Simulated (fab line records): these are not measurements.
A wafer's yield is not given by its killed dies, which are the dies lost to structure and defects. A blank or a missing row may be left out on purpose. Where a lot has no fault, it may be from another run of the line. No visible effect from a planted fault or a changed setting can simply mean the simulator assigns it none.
fab line records + flow sky130
[record]
- lots = 12
- wafers = 36
- last-day = 50
route steps=708 shown VT_ADJUST_HVTR@141 LDD_LDN@303 LI_CONTACT@378 PAD_OPEN@708
lots that met no fault: from a run of the same line without faults
start-h: hours from the record's opening day to when the first of the lot's shown wafers began + wait-h: how many hours have passed since the lot's step before this one + " repeats the value in the row above + L1.1+2: one row covering several wafers at once + - no value, or no start given + * or withheld: withheld + < > ~ a bound
route shown NAME@n: a module of which the file shows steps, and the number in the route of the first + usual: mean and standard deviation over wafers with no fault + same: alike in all rows + chamber/n: place in a boat + sites: readings site by site + _std_site: how widely they spread, as a standard deviation + _edge_site: outer sites' mean less inner sites' + radius-mm: how far each site lies from the wafer's centre + mask NAME#n: copy n + behind: the tool/chamber that last shaped the wafer + hold: reason for holding the lot/hours on hold/outcome of the hold + device: transistor that didn't switch, given as n, p or np + end of line: the tests these same wafers got at the end of their route + for a step that has no rows: nothing shown but its recipe + killed: dies that structure and defects cost at the first sort, which is not the same as the wafer's yield + map: the dies of a wafer, with x for killed, . for not killed, _ for no die there
set.NAME: the setting as run; set.NAME@STEP: as run at that earlier step + model.NAME: the simulator's own value behind a step, which no gauge read
one table for each step of the route and one row for each wafer, over a sample of lots
services: a tool's chamber out of use, with start hour (start-h, from the record's first day; less than 0 if before it), hours out, and reason
[[steps]]
[step SKY_VT_ADJUST_HVTR_STRIP_10]
[recipe]
- chemistry = O2/N2
- power-w = 1400
- pressure-mtorr = 1500
- platen-temp-c = withheld
- o2-flow-sccm = 3000
- n2-flow-sccm = 300
- overash-fraction = 0.5
[usual]
- chamber-pressure-mTorr = 1500.0/1.5
- drypump-motor-current-A = 5.6/0.43
- oes-product-au = 0.716/0.0044
- strip-time-to-endpoint-s = 14.175/0.029
| lot.wafer | tool            | chamber | start-h | wait-h | chamber-pressure-mTorr | drypump-motor-current-A | oes-product-au | rf-hours-counter-h | strip-time-to-endpoint-s |
|-----------|-----------------|---------|---------|--------|------------------------|-------------------------|----------------|--------------------|--------------------------|
| L723.3    | plasma-asher-01 | 1       | 207.31  | 0.2    | 1497.9                 | 5.1                     | 0.712          | -                  | 14.174                   |
| L723.5    | "               | 1       | "       | "      | 1499.1                 | 5.1                     | 0.709          | -                  | 14.177                   |
| L723.6    | "               | 0       | "       | "      | 1498.1                 | 5.9                     | 0.715          | -                  | 14.161                   |
| L725.2    | plasma-asher-01 | 0       | 218.68  | 0.1    | 1499.0                 | 5.9                     | 0.721          | 42                 | 14.188                   |
| L725.3    | "               | 0       | "       | "      | 1500.5                 | 5.9                     | 0.719          | -                  | 14.190                   |
| L725.6    | "               | 1       | "       | "      | 1502.3                 | 5.1                     | 0.725          | -                  | 14.185                   |
| L730.1    | plasma-asher-01 | 1       | 260.75  | 0.1    | 1499.2                 | 5.1                     | 0.717          | 47                 | 14.209                   |
| L730.3    | "               | 0       | "       | "      | 1499.4                 | 5.9                     | 0.712          | -                  | 14.200                   |
| L730.5    | "               | 0       | "       | "      | 1501.9                 | 5.9                     | 0.714          | -                  | 14.177                   |
| L731.2    | plasma-asher-04 | 1       | 277.90  | 0.1    | 1500.3                 | 5.0                     | 0.713          | 53                 | 14.131                   |
| L731.3    | "               | 1       | "       | "      | 1499.3                 | 5.0                     | 0.717          | -                  | 14.197                   |
| L731.4    | "               | 0       | "       | "      | 1503.2                 | 6.0                     | 0.720          | -                  | 14.214                   |
| L734.2    | plasma-asher-03 | 0       | 301.09  | 0.1    | 1499.2                 | 6.2                     | 0.712          | 64                 | 14.205                   |
| L734.4    | "               | 1       | "       | "      | 1500.1                 | 5.7                     | 0.714          | -                  | 14.167                   |
| L734.6    | "               | 1       | "       | "      | 1501.5                 | 5.7                     | 0.719          | -                  | 14.153                   |
| L735.1    | plasma-asher-01 | 0       | 318.25  | 0.1    | 1500.7                 | 5.9                     | 0.716          | 52                 | 14.150                   |
| L735.2    | "               | 1       | "       | "      | 1500.7                 | 5.1                     | 0.716          | 52                 | 14.191                   |
| L735.3    | "               | 0       | "       | "      | 1496.6                 | 5.9                     | 0.713          | -                  | 14.181                   |
| L738.1    | plasma-asher-03 | 1       | 332.80  | 0.1    | 1498.3                 | 5.7                     | 0.710          | 67                 | 14.199                   |
| L738.4    | "               | 1       | "       | "      | 1500.8                 | 5.7                     | 0.721          | -                  | 14.192                   |
| L738.5    | "               | 0       | "       | "      | 1497.3                 | 6.2                     | 0.716          | -                  | 14.185                   |
| L737.3    | plasma-asher-03 | 0       | 333.78  | 0.1    | 1503.9                 | 6.2                     | 0.716          | -                  | 14.192                   |
| L737.5    | "               | 0       | "       | "      | 1500.5                 | 6.2                     | 0.723          | -                  | 14.163                   |
| L737.6    | "               | 1       | "       | "      | 1502.7                 | 5.7                     | 0.710          | -                  | 14.193                   |
| L739.2    | plasma-asher-04 | 0       | 338.93  | 0.1    | 1499.2                 | 5.9                     | 0.719          | 58                 | 14.174                   |
| L739.4    | "               | 0       | "       | "      | 1497.1                 | 5.9                     | 0.721          | -                  | 14.189                   |
| L739.5    | "               | 0       | "       | "      | 1501.0                 | 5.9                     | 0.717          | -                  | 14.169                   |
| L740.1    | plasma-asher-03 | 1       | 342.74  | 0.1    | 1499.6                 | 5.7                     | 0.719          | 68                 | 14.215                   |
| L740.3    | "               | 0       | "       | "      | 1499.7                 | 6.2                     | 0.713          | -                  | 14.242                   |
| L740.5    | "               | 0       | "       | "      | 1499.3                 | 6.2                     | 0.720          | -                  | 14.206                   |
| L741.3    | plasma-asher-04 | 1       | 347.31  | 0.1    | 1502.7                 | 5.0                     | 0.713          | -                  | 14.148                   |
| L741.4    | "               | 0       | "       | "      | 1500.1                 | 6.0                     | 0.720          | -                  | 14.128                   |
| L741.5    | "               | 1       | "       | "      | 1499.5                 | 5.0                     | 0.710          | -                  | 14.161                   |
| L745.1    | plasma-asher-03 | 1       | 381.89  | 0.1    | 1499.6                 | 5.7                     | 0.708          | 72                 | 14.208                   |
| L745.2    | "               | 0       | "       | "      | 1502.1                 | 6.2                     | 0.717          | 72                 | 14.187                   |
| L745.5    | "               | 0       | "       | "      | 1500.4                 | 6.2                     | 0.713          | -                  | 14.183                   |
[step SKY_LDD_LDN_CLEAN_14]
[recipe]
- chemistry = SC1/SC2
- mix = 1:4:20
- temp-c = 70
- time-s = 150
- dry = n2-spin
[usual]
- bath-guard-temp-C = 70.0/0.51
- bath-heat-duty-pct = 13.0/1.7
| lot.wafer | tool         | chamber | start-h | wait-h | bath-guard-temp-C | bath-heat-duty-pct |
|-----------|--------------|---------|---------|--------|-------------------|--------------------|
| L723.3    | wet-bench-02 | 0       | 529.13  | 0.0    | 70.1              | 12.0               |
| L723.5    | "            | 0       | "       | "      | 70.5              | 11.5               |
| L723.6    | "            | 0       | "       | "      | 70.2              | 10.6               |
| L725.2    | wet-bench-02 | 0       | 543.79  | 0.0    | 70.4              | 11.1               |
| L725.3    | "            | 0       | "       | "      | 70.2              | 10.5               |
| L725.6    | "            | 0       | "       | "      | 70.5              | 11.3               |
| L730.1    | wet-bench-02 | 1       | 592.67  | 0.1    | -                 | -                  |
| L730.3    | "            | 1       | "       | "      | -                 | -                  |
| L730.5    | "            | 1       | "       | "      | -                 | -                  |
| L731.2    | wet-bench-01 | 2       | 617.53  | 0.0    | -                 | -                  |
| L731.3    | "            | 2       | "       | "      | -                 | -                  |
| L731.4    | "            | 2       | "       | "      | -                 | -                  |
| L734.2    | wet-bench-01 | 0       | 641.27  | 0.0    | 70.5              | 11.6               |
| L734.4    | "            | 0       | "       | "      | 70.3              | 12.2               |
| L734.6    | "            | 0       | "       | "      | 70.7              | 13.3               |
| L735.1    | wet-bench-03 | 0       | 659.62  | 0.1    | 69.4              | 16.4               |
| L735.2    | "            | 0       | "       | "      | 69.6              | 15.1               |
| L735.3    | "            | 0       | "       | "      | 69.7              | 16.4               |
| L737.3    | wet-bench-02 | 2       | 675.37  | 0.0    | 70.8              | 11.6               |
| L737.5    | "            | 2       | "       | "      | 70.6              | 10.7               |
| L737.6    | "            | 2       | "       | "      | 70.8              | 12.2               |
| L738.1    | wet-bench-01 | 2       | 676.08  | 0.1    | 70.3              | 12.5               |
| L738.4    | "            | 2       | "       | "      | 70.3              | 13.9               |
| L738.5    | "            | 2       | "       | "      | 69.9              | 13.5               |
| L739.2    | wet-bench-02 | 0       | 678.17  | 0.0    | 70.4              | 10.8               |
| L739.4    | "            | 0       | "       | "      | 70.2              | 10.8               |
| L739.5    | "            | 0       | "       | "      | 69.9              | 12.0               |
| L740.1    | wet-bench-02 | 0       | 682.53  | 0.1    | 70.4              | 10.4               |
| L740.3    | "            | 0       | "       | "      | 70.6              | 10.1               |
| L740.5    | "            | 0       | "       | "      | 70.2              | 12.1               |
| L741.3    | wet-bench-03 | 0       | 688.22  | 0.0    | 69.4              | 14.2               |
| L741.4    | "            | 0       | "       | "      | 69.3              | 16.2               |
| L741.5    | "            | 0       | "       | "      | 69.5              | 15.3               |
| L745.1    | wet-bench-02 | 1       | 732.29  | 0.1    | 70.0              | 11.5               |
| L745.2    | "            | 1       | "       | "      | 70.1              | 11.5               |
| L745.5    | "            | 1       | "       | "      | 70.1              | 11.7               |
[step SKY_LI_CONTACT_STRIP_16]
[recipe]
- chemistry = O2/N2
- power-w = 1400
- pressure-mtorr = 1500
- platen-temp-c = withheld
- o2-flow-sccm = 3000
- n2-flow-sccm = 300
- overash-fraction = 0.5
[usual]
- chamber-pressure-mTorr = 1499.9/1.3
- drypump-motor-current-A = 5.5/0.39
- oes-product-au = 0.375/0.0047
- strip-time-to-endpoint-s = 3.49/0.032
| lot.wafer | tool            | chamber | start-h | wait-h | chamber-pressure-mTorr | drypump-motor-current-A | oes-product-au | rf-hours-counter-h | strip-time-to-endpoint-s |
|-----------|-----------------|---------|---------|--------|------------------------|-------------------------|----------------|--------------------|--------------------------|
| L723.3    | plasma-asher-02 | 1       | 677.80  | -      | 1500.9                 | 5.9                     | 0.376          | -                  | 3.47                     |
| L723.5    | "               | 1       | "       | "      | 1500.4                 | 5.9                     | 0.379          | -                  | 3.48                     |
| L723.6    | "               | 0       | "       | "      | 1500.3                 | 5.3                     | 0.379          | -                  | 3.48                     |
| L725.2    | plasma-asher-01 | 1       | 692.31  | -      | 1499.3                 | 5.1                     | 0.376          | 90                 | 3.49                     |
| L725.3    | "               | 1       | "       | "      | 1498.9                 | 5.1                     | 0.382          | -                  | 3.49                     |
| L725.6    | "               | 1       | "       | "      | 1498.5                 | 5.1                     | 0.366          | -                  | 3.50                     |
| L730.1    | plasma-asher-01 | 0       | 737.66  | -      | 1499.3                 | 5.9                     | 0.370          | 95                 | 3.41                     |
| L730.3    | "               | 1       | "       | "      | 1502.4                 | 5.1                     | 0.373          | -                  | 3.42                     |
| L730.5    | "               | 1       | "       | "      | 1500.4                 | 5.1                     | 0.372          | -                  | 3.45                     |
| L731.2    | plasma-asher-01 | 0       | 760.32  | -      | 1497.9                 | 5.8                     | 0.366          | 97                 | 3.42                     |
| L731.3    | "               | 0       | "       | "      | 1499.3                 | 5.9                     | 0.375          | -                  | 3.45                     |
| L731.4    | "               | 1       | "       | "      | 1498.3                 | 5.1                     | 0.380          | -                  | 3.43                     |
| L734.2    | plasma-asher-01 | 1       | 782.76  | -      | 1498.2                 | 5.1                     | 0.379          | 99                 | 3.49                     |
| L734.4    | "               | 0       | "       | "      | 1500.9                 | 5.9                     | 0.368          | -                  | 3.46                     |
| L734.6    | "               | 1       | "       | "      | 1500.0                 | 5.1                     | 0.377          | -                  | 3.51                     |
| L735.1    | plasma-asher-02 | 1       | 798.71  | -      | 1500.6                 | 5.9                     | 0.380          | 68                 | 3.52                     |
| L735.2    | "               | 0       | "       | "      | 1499.0                 | 5.3                     | 0.375          | 68                 | 3.51                     |
| L735.3    | "               | 0       | "       | "      | 1502.5                 | 5.3                     | 0.379          | -                  | 3.51                     |
| L737.3    | plasma-asher-04 | 1       | 815.35  | -      | 1498.9                 | 5.0                     | 0.378          | -                  | 3.44                     |
| L737.5    | "               | 1       | "       | "      | 1500.2                 | 5.0                     | 0.374          | -                  | 3.50                     |
| L737.6    | "               | 0       | "       | "      | 1500.1                 | 5.9                     | 0.378          | -                  | 3.50                     |
| L738.1    | plasma-asher-01 | 1       | 816.31  | -      | 1499.8                 | 5.1                     | 0.381          | 103                | 3.46                     |
| L738.4    | "               | 0       | "       | "      | 1497.4                 | 5.9                     | 0.376          | -                  | 3.42                     |
| L738.5    | "               | 1       | "       | "      | 1498.0                 | 5.0                     | 0.381          | -                  | 3.46                     |
| L739.2    | plasma-asher-01 | 0       | 819.07  | -      | 1499.2                 | 5.9                     | 0.369          | 103                | 3.49                     |
| L739.4    | "               | 1       | "       | "      | 1501.7                 | 5.1                     | 0.377          | -                  | 3.48                     |
| L739.5    | "               | 1       | "       | "      | 1498.0                 | 5.1                     | 0.384          | -                  | 3.48                     |
| L740.1    | plasma-asher-01 | 1       | 820.41  | -      | 1500.4                 | 5.1                     | 0.376          | 103                | 3.55                     |
| L740.3    | "               | 1       | "       | "      | 1499.3                 | 5.1                     | 0.372          | -                  | 3.54                     |
| L740.5    | "               | 0       | "       | "      | 1500.5                 | 5.9                     | 0.374          | -                  | 3.53                     |
| L741.3    | plasma-asher-01 | 0       | 825.19  | -      | 1502.0                 | 5.9                     | 0.380          | -                  | 3.50                     |
| L741.4    | "               | 1       | "       | "      | 1501.9                 | 5.1                     | 0.368          | -                  | 3.48                     |
| L741.5    | "               | 0       | "       | "      | 1499.4                 | 5.9                     | 0.369          | -                  | 3.47                     |
| L745.1    | plasma-asher-01 | 1       | 871.32  | -      | 1499.7                 | 5.1                     | 0.377          | 108                | 3.47                     |
| L745.2    | "               | 0       | "       | "      | 1501.0                 | 5.9                     | 0.373          | 108                | 3.47                     |
| L745.5    | "               | 0       | "       | "      | 1500.5                 | 5.9                     | 0.371          | -                  | 3.52                     |
[step SKY_LI_CONTACT_SPUTTER_20]
[recipe]
- material = TiN
- target-thk-nm = 20
- chamber-pressure-pa = 5
- power-w = 4000
- time-s = 80
[usual]
- throttle-valve-pct = 30.0/0.9
| lot.wafer | tool           | chamber | start-h | wait-h | throttle-valve-pct |
|-----------|----------------|---------|---------|--------|--------------------|
| L723.3    | pvd-sputter-02 | -       | 678.15  | 0.0    | 29.3               |
| L723.5    | "              | -       | "       | "      | 31.3               |
| L723.6    | "              | -       | "       | "      | 31.3               |
| L725.2    | pvd-sputter-02 | -       | 692.68  | 0.0    | 31.2               |
| L725.3    | "              | -       | "       | "      | 29.6               |
| L725.6    | "              | -       | "       | "      | 31.1               |
| L730.1    | pvd-sputter-01 | -       | 738.03  | 0.0    | 29.6               |
| L730.3    | "              | -       | "       | "      | 31.2               |
| L730.5    | "              | -       | "       | "      | 29.6               |
| L731.2    | pvd-sputter-03 | -       | 760.69  | 0.0    | 30.5               |
| L731.3    | "              | -       | "       | "      | 28.9               |
| L731.4    | "              | -       | "       | "      | 28.6               |
| L734.2    | pvd-sputter-01 | -       | 783.14  | 0.0    | 30.5               |
| L734.4    | "              | -       | "       | "      | 31.3               |
| L734.6    | "              | -       | "       | "      | 29.7               |
| L735.1    | pvd-sputter-03 | -       | 799.08  | 0.0    | 28.8               |
| L735.2    | "              | -       | "       | "      | 28.4               |
| L735.3    | "              | -       | "       | "      | 30.3               |
| L737.3    | pvd-sputter-01 | -       | 815.70  | 0.0    | 29.6               |
| L737.5    | "              | -       | "       | "      | 30.6               |
| L737.6    | "              | -       | "       | "      | 29.8               |
| L738.1    | pvd-sputter-02 | -       | 816.70  | 0.0    | 29.1               |
| L738.4    | "              | -       | "       | "      | 31.6               |
| L738.5    | "              | -       | "       | "      | 29.2               |
| L739.2    | pvd-sputter-01 | -       | 819.44  | 0.0    | 31.5               |
| L739.4    | "              | -       | "       | "      | 30.0               |
| L739.5    | "              | -       | "       | "      | 29.4               |
| L740.1    | pvd-sputter-01 | -       | 820.80  | 0.0    | 29.7               |
| L740.3    | "              | -       | "       | "      | 29.7               |
| L740.5    | "              | -       | "       | "      | 30.7               |
| L741.3    | pvd-sputter-02 | -       | 825.54  | 0.0    | 31.4               |
| L741.4    | "              | -       | "       | "      | 31.2               |
| L741.5    | "              | -       | "       | "      | 29.2               |
| L745.1    | pvd-sputter-01 | -       | 871.73  | 0.0    | 29.5               |
| L745.2    | "              | -       | "       | "      | 29.6               |
| L745.5    | "              | -       | "       | "      | 29.6               |
[step SKY_PAD_OPEN_PROBE_99]
[usual]
- killed_at_M0_to_M3 = 44/7.6
- killed_at_M4_up = 3.2/1.7
- killed-at-contacts = 24/5.7
- killed-at-front-end = 16/3.9
- killed-at-other = 0.2/0.45
- killed-dies = 87/9.5
- killed-open = 47/6.9
- killed-short = 40/5.8
[same]
- gross-dies = 492
- killed-at-back-side = 0
| lot.wafer | tool      | chamber | start-h | wait-h | killed_at_M0_to_M3 | killed_at_M4_up | killed-at-contacts | killed-at-front-end | killed-at-other | killed-dies | killed-open | killed-short |
|-----------|-----------|---------|---------|--------|--------------------|-----------------|--------------------|---------------------|-----------------|-------------|-------------|--------------|
| L730.1    | prober-01 | -       | 1117.30 | 0.1    | 56                 | 2               | 12                 | 29                  | 0               | 99          | 50          | 49           |
| L730.3    | prober-01 | -       | 1117.40 | 0.2    | 57                 | 1               | 23                 | 17                  | 0               | 98          | 49          | 49           |
| L730.5    | prober-01 | -       | 1117.50 | 0.2    | 49                 | 3               | 25                 | 14                  | 1               | 92          | 45          | 47           |
| L731.2    | prober-02 | -       | 1130.10 | 0.1    | 38                 | 2               | 20                 | 21                  | 1               | 82          | 44          | 38           |
| L731.3    | prober-02 | -       | 1130.15 | 0.2    | 42                 | 2               | 35                 | 23                  | 0               | 102         | 59          | 43           |
| L731.4    | prober-02 | -       | 1130.20 | 0.2    | 42                 | 6               | 23                 | 17                  | 1               | 89          | 45          | 44           |
| L741.3    | prober-02 | -       | 1181.95 | 0.2    | 42                 | 3               | 28                 | 21                  | 0               | 94          | 51          | 43           |
| L741.4    | prober-02 | -       | 1182.00 | 0.2    | 37                 | 2               | 29                 | 13                  | 0               | 81          | 43          | 38           |
| L741.5    | prober-02 | -       | 1182.05 | 0.2    | 40                 | 3               | 29                 | 16                  | 0               | 88          | 44          | 44           |
// killed by level:class
L730.1 VIA1:geometric-particle:open=19 VIA1:geometric-particle:short=9 SPACER:geometric-particle:short=9 VIA2:geometric-particle:open=7 FIELD_ISO:geometric-particle:open=6 POLY_GATE:geometric-particle:short=6 VIA3:geometric-particle:open=6 METAL3:geometric-particle:short=4
L730.3 VIA2:geometric-particle:short=12 VIA3:geometric-particle:open=12 CONTACT:geometric-particle:open=9 VIA1:geometric-particle:open=8 LI_CONTACT:geometric-particle:open=7 METAL1:geometric-particle:short=5 VIA1:geometric-particle:short=5 METAL3:geometric-particle:short=5
L730.5 CONTACT:geometric-particle:open=10 METAL1:geometric-particle:short=8 VIA2:geometric-particle:open=8 VIA3:geometric-particle:open=8 CONTACT:geometric-particle:short=7 VIA1:geometric-particle:open=7 VIA1:geometric-particle:short=6 METAL2:geometric-particle:short=5
L731.2 METAL1:geometric-particle:short=9 VIA1:geometric-particle:open=7 VIA2:geometric-particle:open=6 LI_CONTACT:geometric-particle:open=5 CONTACT:geometric-particle:open=5 VIA3:geometric-particle:open=5 FIELD_ISO:geometric-particle:short=4 LI_CONTACT:geometric-particle:short=4
L731.3 CONTACT:geometric-particle:open=15 SPACER:geometric-particle:open=8 METAL1:geometric-particle:short=7 LI_CONTACT:geometric-particle:open=7 VIA3:geometric-particle:open=7 METAL2:geometric-particle:short=6 POLY_GATE:geometric-particle:open=5 VIA1:geometric-particle:short=5
L731.4 CONTACT:geometric-particle:short=8 VIA1:geometric-particle:open=8 CONTACT:geometric-particle:open=7 METAL2:geometric-particle:short=7 VIA3:geometric-particle:open=6 SPACER:geometric-particle:open=5 VIA2:geometric-particle:short=5 METAL4:geometric-particle:short=5
L741.3 CONTACT:geometric-particle:open=11 VIA1:geometric-particle:open=9 LI_CONTACT:geometric-particle:open=6 FIELD_ISO:geometric-particle:short=5 POLY_GATE:geometric-particle:short=5 LI_CONTACT:geometric-particle:short=5 CONTACT:geometric-particle:short=5 VIA2:geometric-particle:open=5
L741.4 CONTACT:geometric-particle:open=11 VIA1:geometric-particle:open=9 LI_CONTACT:geometric-particle:open=7 CONTACT:geometric-particle:short=5 METAL1:geometric-particle:short=5 METAL2:geometric-particle:short=4 POLY_GATE:geometric-particle:open=4 METAL3:geometric-particle:short=4
L741.5 LI_CONTACT:geometric-particle:open=9 CONTACT:geometric-particle:open=9 METAL1:geometric-particle:short=9 VIA2:geometric-particle:open=8 METAL2:geometric-particle:short=7 VIA1:geometric-particle:open=5 LI_CONTACT:geometric-particle:short=5 CONTACT:geometric-particle:short=5
[[services]]
| tool            | chamber | start-h | hours | kind   |
|-----------------|---------|---------|-------|--------|
| pvd-sputter-01  | -       | 186.05  | 16.5  | repair |
| plasma-asher-04 | -       | 211.79  | 39.8  | pm     |
| plasma-asher-01 | -       | 224.61  | 0.4   | repair |
| pvd-sputter-01  | -       | 230.04  | 12.5  | repair |
| pvd-sputter-02  | -       | 239.23  | 8.9   | repair |
| plasma-asher-01 | -       | 253.28  | 0.7   | repair |
| pvd-sputter-01  | -       | 259.78  | 1.5   | repair |
| plasma-asher-01 | -       | 261.76  | 4.7   | repair |
| plasma-asher-04 | -       | 271.82  | 4.3   | repair |
| plasma-asher-01 | -       | 273.06  | 1.7   | repair |
| plasma-asher-03 | -       | 311.88  | 2.7   | repair |
| plasma-asher-01 | -       | 347.42  | 2.8   | pm     |
| pvd-sputter-01  | -       | 384.43  | 1.8   | repair |
| pvd-sputter-01  | -       | 393.41  | 3.6   | repair |
| plasma-asher-03 | -       | 396.56  | 2.8   | pm     |
| pvd-sputter-01  | -       | 496.45  | 3.0   | repair |
| plasma-asher-03 | -       | 519.62  | 1.0   | repair |
| plasma-asher-01 | -       | 527.95  | 2.1   | repair |
| plasma-asher-03 | -       | 547.39  | 15.6  | pm     |
| plasma-asher-03 | -       | 596.56  | 2.9   | repair |
| plasma-asher-03 | -       | 733.75  | 9.0   | pm     |
| pvd-sputter-01  | -       | 785.73  | 0.7   | repair |
| pvd-sputter-01  | -       | 836.39  | 6.2   | repair |
| plasma-asher-03 | -       | 853.48  | 3.8   | repair |
[[key]]
[first-sign]
- step = SKY_LDD_LDN_CLEAN_14
- reading = tool-record
- direction = missing
effect none on later readings
met-at SKY_LDD_LDN_CLEAN_14
struck-lots L730,L731
tester-left-out L730,L731
not-acting-at SKY_VT_ADJUST_HVTR_STRIP_10,SKY_LI_CONTACT_STRIP_16,SKY_LI_CONTACT_SPUTTER_20
onset-between 543.79 592.67
[fault]
- kind = skipped-step-whole
- tool = wet-bench-01,wet-bench-02
- chamber = -
- onset-h = 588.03
- steps = SKY_LDD_LDN_CLEAN_14
- scope = struck-lots-only
// tester-left-out: of these lots the tester's yield and bins aren't shown, on N5 and GAA mostly nor the transistor test; their killed dies are dies lost to structure and defects alone, not to doping, threshold or leakage, so they don't give the yield
